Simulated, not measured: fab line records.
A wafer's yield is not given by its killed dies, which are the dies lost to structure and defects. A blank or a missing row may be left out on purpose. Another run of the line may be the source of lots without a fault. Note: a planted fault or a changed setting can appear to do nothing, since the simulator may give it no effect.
fab line records | flow sky130
[record] lots = 11 wafers = 33 last_day = 50
route steps=708 shown LOCAL_INTERCONNECT@402 CONTACT@406
lots that met no fault: taken from a fault-free run of the same line
start_h: hours from the record's opening day to when the first of the lot's shown wafers began | wait_h: hours elapsed since this lot's preceding step | " identical to the entry in the row above | L1.1+2: one row covering several wafers at once | - no value, or no start was given | * or withheld: withheld | < > ~ a bound
route shown NAME@n: a module of which the file shows steps, and the number in the route of the first | usual: mean/standard deviation of fault-free wafers | same: alike in all rows | chamber/n: place in a boat | sites: the reading at each site | _std_site: the values' standard deviation | _edge_site: outer sites' mean less inner sites' | radius_mm: how far each site lies from the wafer's centre | mask NAME#n: copy n | behind: the last tool/chamber to shape the wafer | hold: the reason the lot was held/the length of the hold in hours/how it ended | device: which transistor (n, p or np) failed to switch | end of line: tests of these same wafers at the route's end | where a step has no rows: the recipe by itself | killed: the dies lost at the first sort to structure and to defects; this is not the yield of the wafer | map: dies across one wafer; x = killed, . = not, _ = none there
set.NAME: the run value of the setting; set.NAME@STEP: its run value at that earlier step | model.NAME: the simulator's own value behind a step, which no gauge read
the route's steps for a sample of lots (tables are steps, rows are wafers)
services: from which hour (start_h, from the record's first day; less than 0 if before it) a tool's chamber was out of use, for how many hours, and why
[[steps]]
[step SKY_LOCAL_INTERCONNECT_STRIP_15]
[recipe] chemistry = O2/N2 power_w = 1400 pressure_mtorr = 1500 platen_temp_c = withheld o2_flow_sccm = 3000 n2_flow_sccm = 300 overash_fraction = 0.5
[usual] drypump_motor_current_A = 5.41/0.16 n2_flow_sccm = 299.8/0.92 oes_product_au = 0.426/0.0045 strip_time_to_endpoint_s = 4.723/0.021
// columns lot.wafer tool chamber start_h wait_h drypump_motor_current_A n2_flow_sccm oes_product_au rf_hours_counter_h strip_time_to_endpoint_s
L430.1 plasma_asher-01 0 716.22 0.1 5.34 299.5 0.416 60 4.707
L430.2 " 1 " " 5.34 298.7 0.428 60 4.714
L430.3 " 1 " " 5.28 299.1 0.433 - 4.731
L433.4 plasma_asher-04 1 743.14 0.1 5.78 299.3 0.431 - 4.722
L433.5 " 0 " " 5.44 300.3 0.428 - 4.729
L433.6 " 1 " " 5.80 299.7 0.422 - 4.722
L434.2 plasma_asher-04 1 757.15 0.0 5.80 299.3 0.432 93 4.723
L434.3 " 1 " " 5.80 299.8 0.439 - 4.727
L434.4 " 0 " " 5.44 299.0 0.431 - 4.708
L435.1 plasma_asher-01 0 757.80 0.0 5.38 300.0 0.430 65 4.715
L435.3 " 0 " " 5.38 299.0 0.423 - 4.703
L435.6 " 1 " " 5.35 297.7 0.428 - 4.721
L443.1 plasma_asher-03 1 825.80 0.1 5.38 299.9 0.428 39 4.747
L443.2 " 0 " " 5.27 299.6 0.421 39 4.721
L443.4 " 0 " " 5.31 299.1 0.429 - 4.735
L446.1 plasma_asher-01 1 836.65 0.0 5.30 299.3 0.424 73 4.775
L446.2 " 0 " " 5.36 298.9 0.427 73 4.754
L446.5 " 1 " " 5.29 298.7 0.425 - 4.754
L447.1 plasma_asher-03 0 836.74 0.0 5.28 301.0 0.422 40 4.720
L447.5 " 1 " " 5.38 298.8 0.431 - 4.735
L447.6 " 0 " " 5.26 300.4 0.429 - 4.734
L450.4 plasma_asher-03 0 866.17 0.1 5.30 300.6 0.415 - 4.677
L450.5 " 0 " " 5.31 299.7 0.427 - 4.690
L450.6 " 1 " " 5.37 299.7 0.433 - 4.712
L452.2 plasma_asher-01 0 869.79 0.0 5.36 301.1 0.425 77 4.723
L452.3 " 1 " " 5.32 300.2 0.432 - 4.729
L452.5 " 1 " " 5.36 299.9 0.434 - 4.716
L451.1 plasma_asher-01 1 872.05 0.0 5.32 300.2 0.426 77 4.718
L451.2 " 0 " " 5.36 299.9 0.429 77 4.731
L451.4 " 0 " " 5.40 300.0 0.422 - 4.731
L453.1 plasma_asher-03 1 887.90 0.0 5.40 298.5 0.429 45 4.751
L453.4 " 1 " " 5.38 299.9 0.429 - 4.747
L453.5 " 0 " " 5.27 300.8 0.424 - 4.731
[step SKY_CONTACT_CVD_00]
[recipe] material = Si3N4 target_thk_nm = 75 temp_c = 400 time_s = withheld rf_w = 450
[usual] heater_power_w = 671/100
// columns lot.wafer tool chamber start_h wait_h heater_power_w
L430.1 pecvd-02 2 716.82 0.0 604
L430.2 " 1 " " 926
L430.3 " 0 " " 588
L433.4 pecvd-02 2 743.71 0.0 640
L433.5 " 1 " " 774
L433.6 " 0 " " 562
L434.2 pecvd-02 0 757.75 0.0 539
L434.3 " 2 " " 650
L434.4 " 0 " " 542
L435.1 pecvd-03 0 758.43 0.0 705
L435.3 " 1 " " 625
L435.6 " 0 " " 720
L443.1 pecvd-03 1 826.47 0.0 594
L443.2 " 0 " " 746
L443.4 " 0 " " 735
L446.1 pecvd-02 0 837.34 0.0 553
L446.2 " 1 " " 916
L446.5 " 0 " " 552
L447.1 pecvd-04 2 837.45 0.0 662
L447.5 " 2 " " 670
L447.6 " 0 " " 680
L450.4 pecvd-02 0 866.77 0.0 581
L450.5 " 1 " " 940
L450.6 " 2 " " 707
L452.2 pecvd-03 1 870.39 0.0 604
L452.3 " 2 " " 611
L452.5 " 2 " " 619
L451.1 pecvd-02 0 872.69 0.0 543
L451.2 " 2 " " 577
L451.4 " 0 " " 542
L453.1 pecvd-04 1 888.50 0.0 747
L453.4 " 2 " " 691
L453.5 " 1 " " 731
[step SKY_CONTACT_THK_MEAS_01]
[recipe] reads = Si3N4_of_CONTACT_CVD_00
[usual] CONTACT_CVD_00_THK = 75.1/0.87
// columns lot.wafer tool chamber start_h wait_h CONTACT_CVD_00_THK[nm]
L430.1 film_metro-03 - 716.86 - 75.0
L430.2 " - " " 74.5
L430.3 " - " " 74.3
L433.4 film_metro-04 - 743.76 - 35.4
L433.5 " - " " 75.4
L433.6 " - " " 35.4
L434.2 film_metro-03 - 757.81 - 75.5
L434.3 " - " " 35.4
L434.4 " - " " 35.3
L435.1 film_metro-03 - 758.46 - 74.4
L435.3 " - " " 74.4
L435.6 " - " " 76.0
L443.1 film_metro-03 - 826.50 - 73.9
L443.2 " - " " 75.2
L443.4 " - " " 74.9
L446.1 film_metro-02 - 837.38 - 75.4
L446.2 " - " " 74.7
L446.5 " - " " 75.9
L447.1 film_metro-02 - 837.49 - 75.3
L447.5 " - " " 76.3
L447.6 " - " " 75.9
L450.4 film_metro-02 - 866.82 - 76.5
L450.5 " - " " 75.5
L450.6 " - " " 75.8
L452.2 film_metro-04 - 870.43 - 74.9
L452.3 " - " " 75.8
L452.5 " - " " 77.0
L451.1 film_metro-03 - 872.72 - 74.6
L451.2 " - " " 74.6
L451.4 " - " " 74.7
L453.1 film_metro-04 - 888.53 - 74.2
L453.4 " - " " 75.1
L453.5 " - " " 75.4
[step SKY_CONTACT_OVL_MEAS_15]
[usual] CONTACT_OVL = -1/5.4
// columns lot.wafer tool chamber start_h wait_h CONTACT_OVL[nm]
L430.1 overlay-02 - 744.78 0.1 -1
L430.2 " - " " -1
L430.3 " - " " -1
L433.4 overlay-01 - 772.35 0.1 -5
L433.5 " - " " 1
L433.6 " - " " -9
L434.2 overlay-02 - 785.59 0.1 9
L434.3 " - " " 8
L434.4 " - " " 9
L435.1 overlay-01 - 786.63 0.1 7
L435.3 " - " " 6
L435.6 " - " " 1
L443.1 overlay-02 - 854.65 0.1 1
L443.2 " - " " -5
L443.4 " - " " -9
L446.1 overlay-02 - 864.85 0.1 -5
L446.2 " - " " -3
L446.5 " - " " -1
L447.1 overlay-01 - 865.03 0.1 -7
L447.5 " - " " -7
L447.6 " - " " 3
L450.4 overlay-01 - 893.52 0.1 -3
L450.5 " - " " -2
L450.6 " - " " 1
L452.2 overlay-01 - 896.94 0.1 11
L452.3 " - " " 4
L452.5 " - " " 9
L451.1 overlay-01 - 898.48 0.1 -5
L451.2 " - " " -11
L451.4 " - " " -7
L453.1 overlay-01 - 914.33 0.1 -4
L453.4 " - " " -1
L453.5 " - " " -5
[step SKY_CONTACT_ETCH_17]
[recipe] target = SiO2 chemistry = C4F8/O2/Ar stop_on = Si3N4 mask_material = KrF-thick source_w = 1500 bias_w = 1200 pressure_mtorr = 40 c4f8_flow_sccm = withheld O2_flow_sccm = 6 Ar_flow_sccm = 300 time_s = withheld target_depth_a = 3400
[usual] oes_product_au = 0.891/0.0045
// columns lot.wafer tool chamber start_h wait_h oes_product_au
L430.1 rie_diel-03 3 744.86 0.0 0.888
L430.2 " 2 " " 0.881
L430.3 " 0 " " 0.885
L433.4 rie_diel-02 2 772.43 0.0 0.884
L433.5 " 1 " " 0.887
L433.6 " 0 " " 0.889
L434.2 rie_diel-03 2 785.66 0.0 0.894
L434.3 " 3 " " 0.901
L434.4 " 2 " " 0.889
L435.1 rie_diel-02 0 786.71 0.0 0.894
L435.3 " 2 " " 0.892
L435.6 " 2 " " 0.887
L443.1 rie_diel-02 3 854.73 0.0 0.890
L443.2 " 1 " " 0.896
L443.4 " 3 " " 0.897
L446.1 rie_diel-02 1 864.93 0.0 0.894
L446.2 " 2 " " 0.894
L446.5 " 3 " " 0.895
L447.1 rie_diel-01 2 865.11 0.0 0.888
L447.5 " 2 " " 0.890
L447.6 " 3 " " 0.892
L450.4 rie_diel-02 1 893.58 0.0 0.893
L450.5 " 0 " " 0.886
L450.6 " 1 " " 0.889
L452.2 rie_diel-01 1 897.01 0.0 0.892
L452.3 " 3 " " 0.885
L452.5 " 3 " " 0.890
L451.1 rie_diel-03 1 898.56 0.0 0.889
L451.2 " 0 " " 0.895
L451.4 " 2 " " 0.891
L453.1 rie_diel-02 3 914.41 0.0 0.900
L453.4 " 0 " " 0.891
L453.5 " 2 " " 0.888
[step SKY_CONTACT_ETCH_18]
[recipe] target = Si3N4 chemistry = CHF3/O2 stop_on = TiN source_w = 600 bias_w = 200 pressure_mtorr = 40 chf3_flow_sccm = 50 O2_flow_sccm = 5 time_s = 39 target_depth_a = 750
[usual] drypump_motor_current_A = 5.8/0.57 oes_product_au = 0.855/0.0067 throttle_valve_pct = 8.794/0.0093
// columns lot.wafer tool chamber start_h wait_h drypump_motor_current_A oes_product_au rf_hours_counter_h throttle_valve_pct
L430.1 rie_diel-03 3 - - 5.6 0.855 25 8.788
L430.2 " 2 " " 5.6 0.851 12 8.799
L430.3 " 0 " " 6.8 0.855 13 8.780
L433.4 rie_diel-02 2 - - 5.0 0.597 - 8.728
L433.5 " 1 " " 5.9 0.857 - 8.785
L433.6 " 0 " " 6.6 0.597 - 8.740
L434.2 rie_diel-03 2 - - 5.5 0.857 13 8.802
L434.3 " 3 " " 5.6 0.602 26 8.734
L434.4 " 2 " " 5.6 0.593 - 8.734
L435.1 rie_diel-02 0 - - 6.6 0.850 9 8.793
L435.3 " 2 " " 5.0 0.858 19 8.793
L435.6 " 2 " " 5.0 0.856 - 8.799
L443.1 rie_diel-02 3 - - 5.7 0.852 3 8.795
L443.2 " 1 " " 5.9 0.854 10 8.803
L443.4 " 3 " " 5.7 0.854 - 8.801
L446.1 rie_diel-02 1 - - 6.0 0.859 10 8.792
L446.2 " 2 " " 5.0 0.860 21 8.788
L446.5 " 3 " " 5.7 0.858 - 8.792
L447.1 rie_diel-01 2 - - 6.7 0.856 10 8.792
L447.5 " 2 " " 6.7 0.859 - 8.828
L447.6 " 3 " " 5.2 0.859 - 8.788
L450.4 rie_diel-02 1 - - 5.9 0.871 11 8.787
L450.5 " 0 " " 6.5 0.854 - 8.788
L450.6 " 1 " " 5.9 0.855 - 8.805
L452.2 rie_diel-01 1 - - 4.8 0.859 6 8.805
L452.3 " 3 " " 5.2 0.851 7 8.808
L452.5 " 3 " " 5.2 0.867 - 8.781
L451.1 rie_diel-03 1 - - 5.7 0.851 4 8.804
L451.2 " 0 " " 6.8 0.856 18 8.779
L451.4 " 2 " " 5.6 0.858 17 8.787
L453.1 rie_diel-02 3 - - 5.7 0.850 4 8.796
L453.4 " 0 " " 6.5 0.853 12 8.789
L453.5 " 2 " " 5.0 0.865 - 8.806
[[services]]
// columns tool chamber start_h hours kind
rie_diel-02 1 716.41 4.1 repair
plasma_asher-03 - 719.11 4.5 repair
pecvd-02 2 724.81 3.9 repair
pecvd-02 0 727.19 7.2 repair
rie_diel-01 0 738.58 8.0 repair
pecvd-02 1 746.11 12.7 repair
rie_diel-02 3 746.72 8.6 repair
rie_diel-02 3 758.02 6.4 repair
rie_diel-02 3 764.46 - clean
rie_diel-02 3 764.46 16.8 scheduled_down
pecvd-04 0 765.77 12.3 repair
pecvd-04 - 769.80 2.8 pm
rie_diel-03 1 771.20 8.7 repair
pecvd-02 - 772.55 2.8 pm
plasma_asher-04 - 779.48 10.0 repair
rie_diel-03 0 792.20 9.5 repair
plasma_asher-04 - 826.84 14.6 pm
rie_diel-02 0 854.46 4.2 repair
pecvd-02 - 860.03 5.0 repair
rie_diel-03 2 860.96 1.9 repair
rie_diel-01 3 869.22 12.1 repair
rie_diel-02 3 869.84 14.6 repair
rie_diel-02 0 874.11 9.6 repair
rie_diel-02 0 885.51 1.2 repair
[[key]]
[first_sign] step = SKY_CONTACT_THK_MEAS_01 reading = CONTACT_CVD_00_THK direction = down sigmas = 46 usual = 75.1 struck = 35.4
[effect] step = SKY_CONTACT_ETCH_18 reading = oes_product_au direction = down sigmas = 38 usual = 0.855 struck = 0.597
met_at SKY_CONTACT_CVD_00
struck_lots L433,L434
struck_wafers L433.4,L433.6,L434.3,L434.4
tester_left_out L433,L434
not_acting_at SKY_LOCAL_INTERCONNECT_STRIP_15,SKY_CONTACT_OVL_MEAS_15,SKY_CONTACT_ETCH_17
onset_between 716.82 743.71
[fault] kind = process_parameter_drift tool = pecvd-02 chamber = - onset_h = 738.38 steps = SKY_CONTACT_CVD_00 channel = target_thk_nm offset = -40.426 shape = step end_h = 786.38 scope = struck_wafers_only acts_in = these_recipes_only stated = 75
// tester_left_out: of these lots the tester's yield and bins aren't shown, on N5 and GAA mostly nor the transistor test; their killed dies are dies lost to structure and defects alone, not to doping, threshold or leakage, so they don't give the yield
